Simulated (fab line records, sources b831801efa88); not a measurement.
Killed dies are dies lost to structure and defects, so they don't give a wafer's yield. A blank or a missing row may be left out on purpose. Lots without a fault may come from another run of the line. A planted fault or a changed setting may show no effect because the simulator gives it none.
One fault seen from 2 desks | flow sky130 | each desk has only its own numbers; what lay behind them comes last

THE METROLOGY DESK
What the gauges read, lot by lot, whatever tool the lot ran on: means of the sampled wafers that have a number. A lot is out of limits, marked OUT, if its mean lies more than 4 standard deviations from the usual mean; the brackets give that distance.
Columns: A = LDD_P_OVL at SKY_LDD_P_OVL_MEAS_08, usual 0.3 nm; B = LI_CONTACT_BOW at SKY_LI_CONTACT_BOW_MEAS_03, usual 56 um
lot  | first seen here | A    | B
L767 | day 19 08:25    | 2.3  | 51
L769 | day 20 01:58    | 2.4  | 53
L770 | day 20 04:49    | -1.2 | 57
L771 | day 20 14:28    | -0.2 | 51
L772 | day 21 02:45    | 0.5  | 61
L778 | day 23 01:25    | -0.9 | 68
L782 | day 24 21:47    | 0.5  | 54
L784 | day 25 04:08    | 0.0  | 56
L786 | day 26 04:35    | -0.7 | 60
L788 | day 26 09:37    | -2.3 | 55
L789 | day 26 21:51    | 0.6  | 57
L790 | day 27 07:13    | 1.2  | 57
This desk's finding: nothing out of limits on any of the 12 lots.

THE TOOL OWNER'S DESK: cmp-02
The tool's own readings at SKY_LI_CONTACT_CMP_02 (polishes PSG): means of the sampled wafers that have a number, for each lot that ran on this tool. A lot is out of limits, marked OUT, if its mean lies more than 4 standard deviations from the usual mean; the brackets give that distance.
Columns: A = motor_current_A at SKY_LI_CONTACT_CMP_02, usual 11.3 A; B = slurry_flow_ml_min at SKY_LI_CONTACT_CMP_02, usual 150.0; C = time_to_endpoint_s at SKY_LI_CONTACT_CMP_02, usual 32.6 s
lot  | first seen here | A    | B     | C
L771 | day 29 09:52    | 11.6 | 150.2 | 33.6
L778 | day 31 15:10    | 11.0 | 150.1 | 33.5
L788 | day 34 17:24    | 11.1 | 150.0 | 29.0
L790 | day 35 10:07    | 10.8 | 149.4 | 27.7
This desk's finding: nothing out of limits on any of the 4 lots.

PUT TOGETHER
The metrology desk saw nothing out of limits.
The tool owner's desk saw nothing out of limits.

WHAT THE SIMULATOR HAD PUT IN
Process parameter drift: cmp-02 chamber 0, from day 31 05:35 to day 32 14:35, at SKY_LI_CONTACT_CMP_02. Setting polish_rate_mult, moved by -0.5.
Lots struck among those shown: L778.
